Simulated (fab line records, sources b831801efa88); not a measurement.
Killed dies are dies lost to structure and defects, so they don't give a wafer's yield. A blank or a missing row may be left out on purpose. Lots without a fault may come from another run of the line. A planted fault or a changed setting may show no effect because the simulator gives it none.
fab line records | flow gf180mcu
record lots=24 wafers=72 last_day=34
route steps=602 shown V2@383 V3@430 M4@473
lots that met no fault: from a run of the same line without faults
start_h: hours from the record's first day to the start of the lot's first wafer shown | wait_h: hours since the lot's step before | " the same as in the row above | L1.1+2: a row that stands for several wafers | - no value, or no start given | * or withheld: withheld | < > ~ a bound
route shown NAME@n: a module of which the file shows steps, and the number in the route of the first | usual: mean/standard deviation of fault-free wafers | same: alike in all rows | chamber/n: place in a boat | sites: the reading at each site | _std_site: their standard deviation | _edge_site: outer sites' mean less inner sites' | radius_mm: how far each site lies from the wafer's centre | mask NAME#n: copy n | behind: the tool/chamber that last shaped the wafer | hold: why the lot was held/for how many hours/how that ended | device: the transistor (n, p or np) that didn't switch | end of line: the same wafers' tests at the end of the route | a step without rows: its recipe alone | killed: dies lost to structure and defects at the first sort, not the wafer's yield | map: a wafer's dies, x killed, . not, _ none there
set.NAME: the setting as run; set.NAME@STEP: as run at that earlier step | model.NAME: the simulator's own value behind a step, which no gauge read
steps of the route over a sample of lots; a table a step, a row a wafer
services: from which hour (start_h, from the record's first day; less than 0 if before it) a tool's chamber was out of use, for how many hours, and why
## steps
# step GF_V2_THK_MEAS_01
# recipe reads=SiO2_of_V2_CVD_00
# usual V2_CVD_00_THK=603/8
# columns lot.wafer tool chamber start_h wait_h V2_CVD_00_THK[nm]
L074.1 film_metro-03 - 429.94 0.0 604
L074.4 " - " " 605
L074.6 " - " " 600
L075.1 film_metro-04 - 441.81 0.0 602
L075.2 " - " " 611
L075.4 " - " " 610
L076.2 film_metro-04 - 450.62 0.0 605
L076.4 " - " " 600
L076.6 " - " " 609
L077.2 film_metro-01 - 460.57 0.0 608
L077.4 " - " " 600
L077.5 " - " " 610
L078.2 film_metro-03 - 467.68 0.0 597
L078.3 " - " " 598
L078.4 " - " " 598
L079.3 film_metro-03 - 475.44 0.1 617
L079.4 " - " " 613
L079.5 " - " " 609
L080.1 film_metro-03 - 494.05 0.0 602
L080.3 " - " " 595
L080.6 " - " " 595
L081.2 film_metro-01 - 509.58 0.0 599
L081.4 " - " " 602
L081.5 " - " " 609
L082.1 film_metro-01 - 515.11 0.0 597
L082.2 " - " " 599
L082.6 " - " " 596
L083.1 film_metro-01 - 534.63 0.0 616
L083.2 " - " " 597
L083.5 " - " " 594
L084.3 film_metro-04 - 548.19 0.1 614
L084.5 " - " " 598
L084.6 " - " " 622
L086.1 film_metro-03 - 553.62 0.0 615
L086.3 " - " " 605
L086.6 " - " " 610
L085.1 film_metro-03 - 555.91 0.0 613
L085.4 " - " " 611
L085.6 " - " " 602
L088.2 film_metro-03 - 559.82 0.0 608
L088.3 " - " " 602
L088.6 " - " " 597
L087.1 film_metro-01 - 562.49 0.0 601
L087.2 " - " " 593
L087.4 " - " " 591
L089.2 film_metro-04 - 576.84 0.0 604
L089.3 " - " " 595
L089.4 " - " " 587
L090.1 film_metro-04 - 579.25 0.0 614
L090.3 " - " " 596
L090.4 " - " " 611
L091.1 film_metro-03 - 590.93 0.0 591
L091.2 " - " " 604
L091.5 " - " " 586
L092.1 film_metro-01 - 591.63 0.0 609
L092.3 " - " " 589
L092.4 " - " " 604
L093.1 film_metro-01 - 598.94 0.1 593
L093.2 " - " " 609
L093.6 " - " " 603
L094.1 film_metro-01 - 603.06 0.0 599
L094.3 " - " " 613
L094.6 " - " " 590
L095.2 film_metro-01 - 610.02 0.0 613
L095.3 " - " " 597
L095.5 " - " " 603
L096.1 film_metro-03 - 619.16 0.0 595
L096.3 " - " " 616
L096.4 " - " " 620
L097.2 film_metro-04 - 627.24 0.0 596
L097.4 " - " " 591
L097.6 " - " " 593
# step GF_V2_CVD_02
# recipe material=SiO2 target_thk_nm=850 precursor=TEOS temp_c=400 time_s=94.851 rf_w=600
# usual heater_power_outer_w=339/52 heater_power_w=616/83
# columns lot.wafer tool chamber start_h wait_h heater_power_outer_w heater_power_w
L074.1 pecvd-02 2 430.00 0.1 333 620
L074.4 " 0 " " 285 597
L074.6 " 1 " " 361 665
L075.1 pecvd-02 1 441.87 0.1 320 667
L075.2 " 2 " " 317 628
L075.4 " 1 " " 340 690
L076.2 pecvd-01 2 450.67 0.0 433 694
L076.4 " 1 " " 259 434
L076.6 " 2 " " 342 559
L077.2 pecvd-02 0 460.62 0.0 372 727
L077.4 " 2 " " 341 641
L077.5 " 1 " " 352 699
L078.2 pecvd-04 0 467.73 0.0 231 437
L078.3 " 2 " " 382 664
L078.4 " 2 " " 393 700
L079.3 pecvd-02 2 475.48 0.0 369 682
L079.4 " 1 " " 248 551
L079.5 " 0 " " 403 757
L080.1 pecvd-02 0 494.11 0.1 349 681
L080.3 " 1 " " 264 579
L080.6 " 2 " " 399 732
L081.2 pecvd-01 0 509.63 0.0 321 575
L081.4 " 2 " " 339 557
L081.5 " 1 " " 329 557
L082.1 pecvd-01 1 515.17 0.1 321 551
L082.2 " 0 " " 385 664
L082.6 " 2 " " 428 666
L083.1 pecvd-04 1 534.69 0.1 293 515
L083.2 " 2 " " 393 677
L083.5 " 1 " " 321 559
L084.3 pecvd-02 2 548.27 0.1 365 652
L084.5 " 1 " " 296 612
L084.6 " 2 " " 388 706
L086.1 pecvd-02 2 553.68 0.1 323 635
L086.3 " 1 " " 311 648
L086.6 " 1 " " 341 698
L085.1 pecvd-04 1 555.97 0.1 270 468
L085.4 " 0 " " 249 431
L085.6 " 1 " " 290 508
L088.2 pecvd-01 2 559.87 0.0 448 694
L088.3 " 0 " " 379 654
L088.6 " 2 " " 340 559
L087.1 pecvd-01 2 562.55 0.1 360 587
L087.2 " 0 " " 296 541
L087.4 " 1 " " 338 552
L089.2 pecvd-02 2 576.89 0.0 354 657
L089.3 " 1 " " 249 565
L089.4 " 0 " " 368 714
L090.1 pecvd-01 1 579.31 0.1 297 488
L090.3 " 0 " " 374 626
L090.4 " 0 " " 391 676
L091.1 pecvd-01 0 590.99 0.1 385 688
L091.2 " 2 " " 444 706
L091.5 " 0 " " 332 603
L092.1 pecvd-01 0 591.69 0.1 396 664
L092.3 " 0 " " 294 533
L092.4 " 2 " " 339 558
L093.1 pecvd-02 0 599.00 0.1 322 647
L093.2 " 1 " " 346 699
L093.6 " 0 " " 365 717
L094.1 pecvd-02 1 603.12 0.1 261 573
L094.3 " 2 " " 301 583
L094.6 " 0 " " 282 598
L095.2 pecvd-02 0 610.07 0.0 383 734
L095.3 " 2 " " 346 662
L095.5 " 1 " " 351 677
L096.1 pecvd-01 2 619.22 0.1 423 663
L096.3 " 0 " " 298 551
L096.4 " 2 " " 431 698
L097.2 pecvd-04 0 627.29 0.0 256 455
L097.4 " 1 " " 270 497
L097.6 " 0 " " 267 484
# step GF_V3_THK_MEAS_01
# recipe reads=SiO2_of_V3_CVD_00
# usual V3_CVD_00_THK=605/8.5
# columns lot.wafer tool chamber start_h wait_h V3_CVD_00_THK[nm]
L074.1 film_metro-02 - 478.89 0.0 602
L074.4 " - " " 607
L074.6 " - " " 605
L075.1 film_metro-04 - 492.39 0.0 603
L075.2 " - " " 617
L075.4 " - " " 617
L076.2 film_metro-02 - 501.83 0.0 608
L076.4 " - " " 611
L076.6 " - " " 605
L077.2 film_metro-02 - 510.99 0.0 594
L077.4 " - " " 607
L077.5 " - " " 603
L078.2 film_metro-04 - 518.30 0.0 604
L078.3 " - " " 596
L078.4 " - " " 612
L079.3 film_metro-04 - 525.13 0.1 605
L079.4 " - " " 606
L079.5 " - " " 593
L080.1 film_metro-02 - 543.43 0.0 616
L080.3 " - " " 606
L080.6 " - " " 620
L081.2 film_metro-03 - 558.75 0.0 603
L081.4 " - " " 597
L081.5 " - " " 618
L082.1 film_metro-03 - 564.05 0.0 608
L082.2 " - " " 590
L082.6 " - " " 603
L083.1 film_metro-02 - 582.65 0.0 609
L083.2 " - " " 606
L083.5 " - " " 589
L084.3 film_metro-02 - 595.31 0.1 608
L084.5 " - " " 602
L084.6 " - " " 606
L086.1 film_metro-03 - 600.19 0.0 602
L086.3 " - " " 594
L086.6 " - " " 602
L085.1 film_metro-04 - 601.53 0.0 605
L085.4 " - " " 607
L085.6 " - " " 603
L088.2 film_metro-04 - 605.34 0.0 615
L088.3 " - " " 605
L088.6 " - " " 596
L087.1 film_metro-02 - 607.81 0.0 597
L087.2 " - " " 605
L087.4 " - " " 601
L089.2 film_metro-03 - 621.87 0.0 610
L089.3 " - " " 594
L089.4 " - " " 609
L090.1 film_metro-04 - 623.22 0.0 601
L090.3 " - " " 597
L090.4 " - " " 599
L091.1 film_metro-02 - 634.48 0.0 599
L091.2 " - " " 614
L091.5 " - " " 603
L092.1 film_metro-02 - 636.01 0.0 612
L092.3 " - " " 625
L092.4 " - " " 611
L093.1 film_metro-03 - 642.83 0.0 595
L093.2 " - " " 605
L093.6 " - " " 615
L094.1 film_metro-02 - 646.33 0.0 614
L094.3 " - " " 596
L094.6 " - " " 617
L095.2 film_metro-02 - 653.10 0.0 604
L095.3 " - " " 596
L095.5 " - " " 620
L096.1 film_metro-03 - 661.69 0.0 595
L096.3 " - " " 594
L096.4 " - " " 620
L097.2 film_metro-04 - 669.26 0.0 584
L097.4 " - " " 586
L097.6 " - " " 604
# step GF_V3_CMP_04
# recipe material=SiO2 down_force_psi=4 platen_rpm=60 pad_velocity_m_s=0.94248
# usual motor_current_A=12.9/1.3 time_to_endpoint_s=81/8.1
# columns lot.wafer tool chamber start_h wait_h motor_current_A time_to_endpoint_s
L074.1 cmp-01 2 479.08 0.1 14.0 73
L074.4 " 0 " " 11.1 88
L074.6 " 3 " " 12.8 91
L075.1 cmp-01 2 492.62 0.1 14.3 91
L075.2 " 0 " " 10.6 88
L075.4 " 1 " " 13.7 85
L076.4 cmp-01 1 502.06 0.1 14.0 81
L076.2 " 2 " " 13.8 80
L076.6 " 1 " " 13.0 86
L077.4 cmp-02 2 511.22 0.1 12.7 85
L077.2 " 0 " " 12.4 72
L077.5 " 1 " " 11.8 70
L078.4 cmp-02 0 518.48 0.0 12.6 72
L078.3 " 2 " " 12.8 74
L078.2 " 3 " " 15.1 64
L079.3 cmp-01 3 525.30 0.0 13.4 81
L079.4 " 1 " " 13.5 86
L079.5 " 3 " " 12.9 83
L080.1 cmp-02 1 543.62 0.1 11.2 78
L080.3 " 3 " " 15.7 78
L080.6 " 1 " " 11.2 84
L081.4 cmp-01 3 558.93 0.0 13.6 89
L081.2 " 0 " " 10.8 85
L081.5 " 3 " " 13.2 80
L082.2 cmp-01 1 564.34 0.1 12.7 81
L082.1 " 2 " " 14.4 90
L082.6 " 3 " " 13.1 97
L083.1 cmp-01 2 582.84 0.1 14.5 78
L083.2 " 3 " " 13.4 78
L083.5 " 3 " " 13.5 82
L084.3 cmp-01 1 595.58 0.1 13.6 76
L084.6 " 3 " " 12.0 86
L084.5 " 0 " " 11.4 94
L086.3 cmp-01 1 600.38 0.0 14.0 72
L086.1 " 2 " " 15.2 79
L086.6 " 1 " " 13.8 79
L085.4 cmp-01 2 601.72 0.0 14.5 75
L085.1 " 1 " " 13.9 73
L085.6 " 3 " " 14.1 86
L088.2 cmp-01 2 605.52 0.0 14.6 83
L088.3 " 3 " " 12.4 82
L088.6 " 2 " " 13.9 88
L087.4 cmp-02 1 608.05 0.1 11.9 74
L087.1 " 2 " " 12.6 73
L087.2 " 3 " " 15.9 67
L089.3 cmp-01 3 622.05 0.0 12.9 87
L089.4 " 0 " " 11.0 90
L089.2 " 1 " " 13.8 82
L090.4 cmp-02 3 623.41 0.0 15.5 70
L090.3 " 0 " " 12.8 63
L090.1 " 2 " " 13.1 73
L091.2 cmp-01 1 634.76 0.1 13.5 73
L091.1 " 2 " " 13.8 75
L091.5 " 1 " " 13.1 78
L092.4 cmp-02 1 636.20 0.0 11.6 71
L092.1 " 2 " " 13.0 74
L092.3 " 0 " " 13.6 69
L093.2 cmp-01 3 643.02 0.0 13.1 83
L093.1 " 0 " " 10.8 82
L093.6 " 3 " " 13.3 87
L094.3 cmp-02 1 646.62 0.1 12.0 75
L094.1 " 2 " " 12.8 79
L094.6 " 3 " " 16.2 75
L095.3 cmp-01 2 653.38 0.1 13.7 79
L095.2 " 3 " " 13.0 87
L095.5 " 1 " " 13.5 88
L096.3 cmp-01 0 661.96 0.1 10.8 81
L096.4 " 2 " " 14.5 84
L096.1 " 3 " " 12.5 80
L097.4 cmp-02 2 669.82 0.4 12.7 86
L097.2 " 0 " " 12.0 76
L097.6 " 3 " " 14.1 74
# step GF_V3_OVL_MEAS_15
# usual V3_OVL=2/4.8
# columns lot.wafer tool chamber start_h wait_h V3_OVL[nm]
L074.1 overlay-01 - 503.64 0.1 8
L074.4 " - " " 4
L074.6 " - " " 10
L075.1 overlay-01 - 516.69 0.1 7
L075.2 " - " " 8
L075.4 " - " " 10
L076.2 overlay-02 - 525.70 0.1 2
L076.4 " - " " 6
L076.6 " - " " 8
L077.2 overlay-02 - 534.75 0.1 6
L077.4 " - " " 4
L077.5 " - " " 6
L078.2 overlay-02 - 541.57 0.1 1
L078.3 " - " " 7
L078.4 " - " " -4
L079.3 overlay-02 - 548.40 0.1 2
L079.4 " - " " 0
L079.5 " - " " 3
L080.1 overlay-01 - 566.56 0.1 2
L080.3 " - " " 1
L080.6 " - " " -6
L081.2 overlay-01 - 581.27 0.1 -9
L081.4 " - " " 2
L081.5 " - " " -4
L082.1 overlay-01 - 585.39 0.1 -9
L082.2 " - " " 7
L082.6 " - " " 4
L083.1 overlay-02 - 604.44 0.1 3
L083.2 " - " " 8
L083.5 " - " " 5
L084.3 overlay-01 - 617.27 0.1 -7
L084.5 " - " " -2
L084.6 " - " " -1
L086.1 overlay-02 - 621.74 0.1 -6
L086.3 " - " " -1
L086.6 " - " " -1
L085.1 overlay-01 - 622.09 0.1 -1
L085.4 " - " " -3
L085.6 " - " " -4
L088.2 overlay-01 - 626.49 0.1 -4
L088.3 " - " " 2
L088.6 " - " " -2
L087.1 overlay-01 - 628.51 0.1 -1
L087.2 " - " " 6
L087.4 " - " " 2
L089.2 overlay-01 - 642.30 0.1 5
L089.3 " - " " 8
L089.4 " - " " 6
L090.1 overlay-01 - 643.34 0.1 5
L090.3 " - " " -1
L090.4 " - " " 1
L091.1 overlay-02 - 655.14 0.1 -2
L091.2 " - " " 0
L091.5 " - " " 0
L092.1 overlay-01 - 656.34 0.1 1
L092.3 " - " " 2
L092.4 " - " " 3
L093.1 overlay-01 - 662.79 0.1 -2
L093.2 " - " " 2
L093.6 " - " " -4
L094.1 overlay-02 - 666.84 0.1 7
L094.3 " - " " 1
L094.6 " - " " 7
L095.2 overlay-02 - 672.80 0.1 2
L095.3 " - " " 4
L095.5 " - " " 1
L096.1 overlay-02 - 681.01 0.1 -4
L096.3 " - " " 1
L096.4 " - " " -9
L097.2 overlay-01 - 688.75 0.1 2
L097.4 " - " " 3
L097.6 " - " " 9
# step GF_M4_STRIP_17
# recipe chemistry=O2/N2 power_w=1400 pressure_mtorr=1500 platen_temp_c=250 o2_flow_sccm=3000 n2_flow_sccm=300 overash_fraction=0.5
# usual drypump_motor_current_A=6.1/0.38 heater_power_w=326/39 oes_product_au=0.536/0.0044 strip_time_to_endpoint_s=7.35/0.042
# columns lot.wafer tool chamber start_h wait_h drypump_motor_current_A heater_power_w oes_product_au rf_hours_counter_h strip_time_to_endpoint_s
L074.1 plasma_asher-04 0 529.66 0.1 6.0 286 0.532 75 7.38
L074.4 " 1 " " 6.0 295 0.535 - 7.40
L074.6 " 0 " " 6.0 289 0.537 - 7.37
L075.1 plasma_asher-03 1 541.23 0.1 6.6 387 0.541 43 7.34
L075.2 " 0 " " 5.6 307 0.531 43 7.35
L075.4 " 0 " " 5.6 308 0.532 - 7.32
L076.2 plasma_asher-03 1 550.21 0.1 6.6 383 0.534 44 7.42
L076.4 " 0 " " 5.6 300 0.545 - 7.42
L076.6 " 1 " " 6.6 390 0.543 - 7.39
L077.2 plasma_asher-03 0 559.96 0.1 5.6 309 0.535 46 7.36
L077.4 " 1 " " 6.6 376 0.536 - 7.31
L077.5 " 0 " " 5.6 306 0.532 - 7.33
L078.2 plasma_asher-01 1 566.19 0.1 6.3 373 0.540 14 7.37
L078.3 " 1 " " 6.2 380 0.531 - 7.34
L078.4 " 0 " " 6.7 329 0.530 - 7.33
L079.3 plasma_asher-04 0 572.69 0.1 5.9 286 0.540 - 7.31
L079.4 " 1 " " 6.0 293 0.532 - 7.30
L079.5 " 0 " " 5.9 295 0.534 - 7.29
L080.1 plasma_asher-04 1 589.96 0.1 6.0 294 0.540 79 7.38
L080.3 " 0 " " 6.0 289 0.530 - 7.32
L080.6 " 1 " " 6.0 293 0.535 - 7.36
L081.2 plasma_asher-03 0 604.26 0.1 5.6 304 0.531 51 7.35
L081.4 " 0 " " 5.6 296 0.531 - 7.32
L081.5 " 1 " " 6.6 394 0.534 - 7.30
L082.1 plasma_asher-01 0 608.19 0.2 6.6 325 0.531 18 7.28
L082.2 " 1 " " 6.3 384 0.530 18 7.28
L082.6 " 1 " " 6.3 390 0.538 - 7.31
L083.1 plasma_asher-03 1 627.31 0.1 6.6 377 0.531 53 7.41
L083.2 " 0 " " 5.5 295 0.536 53 7.41
L083.5 " 0 " " 5.6 308 0.534 - 7.40
L084.3 plasma_asher-04 0 638.59 0.1 6.0 292 0.528 - 7.37
L084.5 " 0 " " 6.0 288 0.539 - 7.35
L084.6 " 1 " " 6.0 294 0.537 - 7.33
L086.1 plasma_asher-03 0 643.43 0.1 5.6 311 0.528 55 7.37
L086.3 " 1 " " 6.6 386 0.539 - 7.38
L086.6 " 1 " " 6.6 384 0.534 - 7.37
L085.1 plasma_asher-01 0 643.78 0.1 6.6 314 0.536 22 7.32
L085.4 " 1 " " 6.3 378 0.534 - 7.34
L085.6 " 1 " " 6.3 373 0.538 - 7.33
L088.2 plasma_asher-01 0 648.63 0.1 6.6 326 0.542 22 7.39
L088.3 " 0 " " 6.6 323 0.536 - 7.35
L088.6 " 1 " " 6.3 367 0.545 - 7.38
L087.1 plasma_asher-04 0 650.63 0.1 6.0 293 0.542 85 7.41
L087.2 " 1 " " 6.0 288 0.542 85 7.38
L087.4 " 1 " " 6.0 290 0.539 - 7.40
L089.2 plasma_asher-04 1 663.44 0.2 6.0 292 0.536 87 7.32
L089.3 " 1 " " 6.0 285 0.536 - 7.33
L089.4 " 0 " " 6.0 293 0.535 - 7.32
L090.1 plasma_asher-04 0 665.01 0.1 6.0 287 0.533 87 7.39
L090.3 " 0 " " 6.0 286 0.540 - 7.37
L090.4 " 1 " " 6.0 290 0.536 - 7.42
L091.1 plasma_asher-01 1 675.91 0.1 6.3 381 0.544 25 7.37
L091.2 " 0 " " 6.7 320 0.542 25 7.44
L091.5 " 1 " " 6.3 370 0.534 - 7.35
L092.1 plasma_asher-04 1 676.56 0.1 6.0 299 0.538 88 7.31
L092.3 " 0 " " 6.0 298 0.537 - 7.35
L092.4 " 1 " " 6.0 295 0.536 - 7.38
L093.1 plasma_asher-04 0 683.34 0.2 5.9 287 0.529 88 7.41
L093.2 " 1 " " 6.0 295 0.534 88 7.41
L093.6 " 0 " " 6.0 301 0.542 - 7.38
L094.1 plasma_asher-01 0 687.38 0.1 6.7 326 0.545 26 7.43
L094.3 " 0 " " 6.6 317 0.536 - 7.38
L094.6 " 1 " " 6.3 378 0.534 - 7.41
L095.2 plasma_asher-03 0 693.39 0.2 5.6 315 0.539 61 7.28
L095.3 " 1 " " 6.6 393 0.526 - 7.29
L095.5 " 0 " " 5.6 304 0.537 - 7.32
L096.1 plasma_asher-03 0 701.11 0.1 5.6 305 0.535 61 7.32
L096.3 " 1 " " 6.6 386 0.528 - 7.36
L096.4 " 0 " " 5.6 294 0.541 - 7.35
L097.2 plasma_asher-03 0 708.28 0.1 5.6 305 0.537 62 7.28
L097.4 " 0 " " 5.6 307 0.534 - 7.35
L097.6 " 0 " " 5.6 315 0.525 - 7.26
## services
# columns tool chamber start_h hours kind
pecvd-01 - 411.97 0.8 repair
plasma_asher-03 - 419.81 4.1 repair
cmp-02 - 422.86 2.8 repair
plasma_asher-03 - 479.70 1.5 repair
cmp-02 - 516.30 0.8 repair
cmp-01 - 534.21 2.7 repair
pecvd-01 1 534.78 17.8 repair
cmp-01 - 538.77 2.3 repair
pecvd-02 0 539.49 17.7 repair
cmp-01 - 542.53 2.7 repair
plasma_asher-04 - 547.87 14.6 pm
pecvd-02 - 552.26 0.3 repair
pecvd-02 - 568.93 6.0 pm
cmp-01 - 572.25 4.0 pm
pecvd-01 1 584.76 20.6 repair
pecvd-02 2 613.64 4.1 repair
pecvd-02 1 615.56 19.8 repair
pecvd-02 - 620.56 1.6 repair
pecvd-01 - 625.18 5.5 pm
cmp-01 - 640.03 2.8 repair
pecvd-02 - 656.03 0.3 repair
cmp-01 - 668.38 4.9 pm
cmp-02 - 700.98 0.5 repair
cmp-01 - 706.87 5.2 repair
## key
fault none
